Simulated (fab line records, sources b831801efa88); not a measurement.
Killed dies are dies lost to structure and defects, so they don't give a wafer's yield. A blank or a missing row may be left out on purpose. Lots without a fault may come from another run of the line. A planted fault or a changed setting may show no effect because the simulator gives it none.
A struck lot beside a sound one | flow sfq_line | 28 steps out of a route of 325
Sound: wafers L246.1, L246.5, L246.6. Struck: wafer L259.2. (L259.4, L259.6 of the same lot were not struck and are left out.) The cause comes at the end.
At each step with rows: each side's tool, then ch and its chambers, then its first start. Under that, the readings that differ: sound wafers | struck wafers | difference of the means | sigmas: that difference in standard deviations of wafers without a fault.
alike: readings whose means differ by less than 2 such deviations, and words and numbers that are the same on both sides. not compared: withheld readings, readings that some wafer has no value for, bounds like >300 that may hide the same value, and numbers for which the record gives no deviation and whose values overlap.
The two part at a step that has a row with sigmas, a row that says differs or no value, or rows on one side only. Numbers that don't overlap but have no deviation are shown without sigmas and don't part them. A reading that every wafer of one side lacks parts them only if that side has two wafers or more.

first, 6 steps without rows for these wafers: SFQ_TRILAYER_M3_LITHO_COAT_080 (resist thk 62 nm); SFQ_TRILAYER_M3_LITHO_COAT_075 (resist thk 600 nm); SFQ_TRILAYER_M3_LITHO_SOFTBAKE_079; SFQ_TRILAYER_M3_LITHO_EXPOSE_076 (exposes mask M3, target cd 500 nm); SFQ_TRILAYER_M3_LITHO_PEB_078 (peb time 60 s); SFQ_TRILAYER_M3_LITHO_DEVELOP_077 (time 60 s).
SFQ_M3_OVL_MEAS_921:
  sound on overlay-01, day 43 21:56; struck on overlay-02, day 51 20:48
  alike: M3_OVL
SFQ_TRILAYER_M3_BARC_OPEN_METAL_ETCH_100: etches BARC in O2, target depth 125 nm, time 41.7 s.
  sound on rie_metal-04 ch 0,1, day 43 21:58; struck on rie_metal-04 ch 1, day 51 20:50
  reading               | sound             | struck | difference | sigmas
  oes_product_au (a.u.) | 0.686 0.677 0.679 | 0.695  | +0.014     | +3
  alike: drypump_motor_current_A
  not compared: rf_hours_counter_h
SFQ_TRILAYER_M3_ETCH_METAL_ETCH_078: etches Nb in Cl2/Ar, stops on SiO2, target depth 240 nm, time 120 s.
  sound on rie_metal-04 ch 0,1, day 43 22:02; struck on rie_metal-04 ch 1, day 51 20:53
  alike: drypump_motor_current_A, oes_product_au
  not compared: rf_hours_counter_h
then, 2 steps without rows for these wafers: SFQ_TRILAYER_M3_STRIP_STRIP_079 (strips in O2); SFQ_TRILAYER_M3_STRIP_SOLV_CLEAN_080 (cleans in NMP, time 600 s).
SFQ_TRILAYER_I3_DEP_PECVD_081: deposits SiO2 from SiH4/N2O, time 111.11 s, target thk 500 nm.
  sound on pecvd-02 ch 0,1,2, day 43 22:56; struck on pecvd-03 ch 0, day 51 21:47
  reading                      | sound             | struck | difference | sigmas
  chamber_pressure_Torr (Torr) | 2.408 2.386 2.394 | 2.411  | +0.015     | +3
  alike: heater_power_w, showerhead_vpp_V, susceptor_temp_C, throttle_valve_pct
SFQ_TRILAYER_I3_CMP_CMP_082: polishes SiO2.
  sound on cmp-01 ch 0,2,3, day 44 07:24; struck on cmp-01 ch 1, day 52 13:26
  reading                                             | sound             | struck | difference | sigmas
  model.SiO2_of_TRILAYER_I3_DEP_PECVD_081.thk_nm (nm) | 199.9 198.8 199.6 | 221.3  | +21.9      |
  alike: motor_current_A, slurry_filter_dp_kPa, time_to_endpoint_s
SFQ_I3_BOW_MEAS_922:
  sound on film_metro-01, day 44 09:24; struck on film_metro-01, day 52 14:57
  alike: I3_BOW
SFQ_TRILAYER_I3_METRO_MEASURE_083:
  sound on film_metro-01, day 44 09:31; struck on film_metro-01, day 52 15:15
  reading     | sound             | struck | difference | sigmas
  thk_nm (nm) | 200.0 198.8 199.7 | 221.3  | +21.8      | +20
then, 6 steps without rows for these wafers: SFQ_TRILAYER_I3_VIA_LITHO_COAT_090 (resist thk 62 nm); SFQ_TRILAYER_I3_VIA_LITHO_COAT_085 (resist thk 650 nm); SFQ_TRILAYER_I3_VIA_LITHO_SOFTBAKE_089; SFQ_TRILAYER_I3_VIA_LITHO_EXPOSE_086 (exposes mask I3, target cd 500 nm); SFQ_TRILAYER_I3_VIA_LITHO_PEB_088 (peb time 60 s); SFQ_TRILAYER_I3_VIA_LITHO_DEVELOP_087 (time 60 s).
-- the record jumps here: 4 days lie between the struck wafers' starts before and after --
SFQ_I3_OVL_MEAS_923:
  sound on overlay-01, day 44 15:26; struck on overlay-01, day 57 02:20
  alike: I3_OVL
SFQ_TRILAYER_I3_VIA_BARC_OPEN_VIA_ETCH_121: etches BARC in O2, target depth 125 nm, time 41.7 s.
  sound on rie_diel-04 ch 0,2,3, day 44 15:28; struck on rie_diel-02 ch 2, day 57 02:22
  alike: drypump_motor_current_A, oes_product_au
  not compared: rf_hours_counter_h
SFQ_TRILAYER_I3_VIA_ETCH_VIA_ETCH_088: etches SiO2 in CHF3, stops on Nb, target depth 260 nm.
  sound on rie_diel-04 ch 0,2,3, day 44 15:31; struck on rie_diel-02 ch 2, day 57 02:25
  reading                        | sound             | struck | difference | sigmas
  oes_product_au (a.u.)          | 0.856 0.851 0.861 | 0.915  | +0.059     | +11
  model.I3.feature_depth_nm (nm) | 199.9 198.8 199.6 | 221.3  | +21.9      |
  model.etch.depth_nm (nm)       | 199.9 198.8 199.6 | 221.3  | +21.9      |
  alike: drypump_motor_current_A
SFQ_TRILAYER_I3_VIA_STRIP_STRIP_089: strips in O2.
  sound on rie_metal-01 ch 0,1, day 44 15:38; struck on rie_metal-01 ch 0, day 57 02:31
  alike: drypump_motor_current_A, oes_product_au
  not compared: rf_hours_counter_h
then, 1 step without rows for these wafers: SFQ_TRILAYER_I3_VIA_STRIP_SOLV_CLEAN_090 (cleans in NMP, time 600 s).
SFQ_TRILAYER_M4_DEP_PRE_CLEAN_092: time 22.5 s.
  sound on pvd_sputter-04, day 44 16:35; struck on pvd_sputter-05, day 57 03:18
  reading                                             | sound             | struck | difference | sigmas
  model.SiO2_of_TRILAYER_I3_DEP_PECVD_081.thk_nm (nm) | 192.4 191.3 192.1 | 213.8  | +21.9      |
then, 1 step without rows for these wafers: SFQ_TRILAYER_M4_DEP_SPUTTER_091 (material Nb, target thk 200 nm, time 133.3 s).

WHERE THEY PART
First at SFQ_TRILAYER_M3_BARC_OPEN_METAL_ETCH_100; last, within this record, at SFQ_TRILAYER_I3_VIA_ETCH_VIA_ETCH_088. Later steps at which nothing parts them and some readings are alike: SFQ_TRILAYER_I3_VIA_STRIP_STRIP_089.

WHY: what the simulator had put in
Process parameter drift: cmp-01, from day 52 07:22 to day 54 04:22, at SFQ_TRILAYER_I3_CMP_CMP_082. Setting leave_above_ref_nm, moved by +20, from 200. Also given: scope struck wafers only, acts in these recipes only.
